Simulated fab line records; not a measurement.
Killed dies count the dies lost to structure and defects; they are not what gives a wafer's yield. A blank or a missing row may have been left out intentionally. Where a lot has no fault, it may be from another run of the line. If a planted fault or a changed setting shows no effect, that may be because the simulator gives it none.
Which tool is to blame? | flow gf180mcu | Sampling: 14 lots, 42 wafers, 4 of 602 route steps

WHAT THE GAUGES READ, wafer by wafer
GF_MIM_THK_MEAS_06. Usual: for MIM_CVD_05_THK the level is 41.7 nm and the standard deviation is 0.54.
lot  | measured     | on           | MIM_CVD_05_THK (nm) | flag
L839 | day 23 17:49 | filmMetro-01 | 41.4 41.5 41.4      | 
L840 | day 24 02:33 | filmMetro-02 | 41.5 42.4 42.5      | 
L842 | day 25 06:29 | filmMetro-03 | 40.6 40.8 42.0      | 
L841 | day 25 08:23 | filmMetro-02 | 40.9 42.8 42.1      | 
L843 | day 25 16:35 | filmMetro-02 | 41.8 41.5 42.1      | 
L844 | day 26 00:32 | filmMetro-03 | 40.6 41.3 42.4      | 
L845 | day 26 05:47 | filmMetro-01 | 41.5 42.4 41.9      | 
L846 | day 26 21:49 | filmMetro-01 | 40.9 42.1 42.2      | 
L848 | day 27 02:52 | filmMetro-02 | 41.0 41.5 41.6      | 
L849 | day 27 04:40 | filmMetro-03 | 41.7 41.1 41.8      | 
L850 | day 27 11:47 | filmMetro-03 | 42.0 41.4 42.1      | 
L851 | day 27 23:44 | filmMetro-03 | 41.1 41.1 41.3      | 
L860 | day 30 12:23 | filmMetro-01 | 41.6 42.1 42.0      | 
L862 | day 31 02:24 | filmMetro-03 | 41.4 41.5 42.5      | 

GF_V5_THK_MEAS_01. Usual: for V5_CVD_00_THK the level is 300 nm and the standard deviation is 3.2.
lot  | measured     | on           | V5_CVD_00_THK (nm) | flag
L839 | day 25 16:24 | filmMetro-01 | 301 303 303        | 
L840 | day 25 23:54 | filmMetro-04 | 306 303 303        | 
L842 | day 27 02:57 | filmMetro-01 | 306 304 304        | 
L841 | day 27 04:53 | filmMetro-01 | 294 291 296        | 
L843 | day 27 12:25 | filmMetro-03 | 307 306 304        | 
L844 | day 27 20:59 | filmMetro-04 | 304 306 308        | 
L845 | day 28 00:13 | filmMetro-01 | 298 301 299        | 
L846 | day 28 14:37 | filmMetro-04 | 294 298 295        | 
L848 | day 28 20:08 | filmMetro-01 | 298 298 300        | 
L849 | day 28 22:35 | filmMetro-01 | 298 300 300        | 
L850 | day 29 03:33 | filmMetro-01 | 300 301 300        | 
L851 | day 29 14:17 | filmMetro-03 | 296 297 299        | 
L860 | day 31 23:31 | filmMetro-04 | 301 300 298        | 
L862 | day 32 12:58 | filmMetro-01 | 298 299 300        | 

WHAT TOOL EACH LOT RAN ON (gives the tool, then ch and the chambers of the sampled wafers, and finally the start)
lot  | GF_CONTACT_CVD_00                | GF_MIM_CVD_05
L839 | hdpcvd-01 ch 0,1,2, day 14 12:07 | pecvd-04 ch 0,1,2, day 23 17:47
L840 | hdpcvd-02 ch 0,1, day 14 19:01   | pecvd-01 ch 0,1, day 24 02:31
L842 | hdpcvd-02 ch 0,1, day 15 20:06   | pecvd-04 ch 0,1,2, day 25 06:26
L841 | hdpcvd-01 ch 1,2, day 15 20:50   | pecvd-04 ch 0,2, day 25 08:20
L843 | hdpcvd-01 ch 0,1,2, day 16 08:22 | pecvd-01 ch 0,1, day 25 16:33
L844 | hdpcvd-02 ch 0,2, day 16 14:29   | pecvd-01 ch 0,2, day 26 00:30
L845 | hdpcvd-01 ch 0,1,2, day 16 20:58 | pecvd-01 ch 0,2, day 26 05:44
L846 | hdpcvd-02 ch 0,2, day 17 14:23   | pecvd-01 ch 0,1,2, day 26 21:46
L848 | hdpcvd-01 ch 0,1,2, day 17 18:55 | pecvd-04 ch 0,2, day 27 02:50
L849 | hdpcvd-01 ch 0,2, day 18 00:07   | pecvd-03 ch 0,2, day 27 04:37
L850 | hdpcvd-01 ch 0,1,2, day 18 06:52 | pecvd-01 ch 0,1, day 27 11:45
L851 | hdpcvd-01 ch 0,1,2, day 18 19:50 | pecvd-04 ch 1,2, day 27 23:42
L860 | hdpcvd-01 ch 0,2, day 22 01:07   | pecvd-04 ch 0,1, day 30 12:21
L862 | hdpcvd-01 ch 0,2, day 22 21:01   | pecvd-03 ch 1,2, day 31 02:22
- GF_CONTACT_CVD_00: deposits SiO2, target thk 300 nm, time 50 s.
- GF_MIM_CVD_05: deposits Si3N4, target thk 42 nm, time 29.086 s.

AS READ BY THE TOOLS THEMSELVES (means over the sampled wafers that have a number; for cases with no such wafer, the mark the record gives instead)
GF_MIM_CVD_05. Usual: heaterPowerW 645 W, standard deviation 82.
lot  | tool     | heaterPowerW (W) | flag
L839 | pecvd-04 | 653              | 
L840 | pecvd-01 | 640              | 
L842 | pecvd-04 | 650              | 
L841 | pecvd-04 | 591              | 
L843 | pecvd-01 | 639              | 
L844 | pecvd-01 | 596              | 
L845 | pecvd-01 | 555              | 
L846 | pecvd-01 | 610              | 
L848 | pecvd-04 | 705              | 
L849 | pecvd-03 | 702              | 
L850 | pecvd-01 | 665              | 
L851 | pecvd-04 | 634              | 
L860 | pecvd-04 | 557              | 
L862 | pecvd-03 | 653              | 

THE ANSWER, worked out from the rows above alone
Rule: lot off if the mean of its wafers having a number is beyond 3 standard deviations from the usual mean. Also off: a lot with no number at a reading for which 4 or more lots have one. Where the step has rows for the other lots, those lots are counted as sound. After the gauges, taken in route order, come the tools' own readings; for these a lot's mean is taken, as printed above. At the first step where some lot is off, the reading lying furthest off is the one used; lots without a number count as furthest.
No lot is off on any of the readings shown, so nothing can be concluded from this.

WHAT WAS PUT IN BY THE SIMULATOR
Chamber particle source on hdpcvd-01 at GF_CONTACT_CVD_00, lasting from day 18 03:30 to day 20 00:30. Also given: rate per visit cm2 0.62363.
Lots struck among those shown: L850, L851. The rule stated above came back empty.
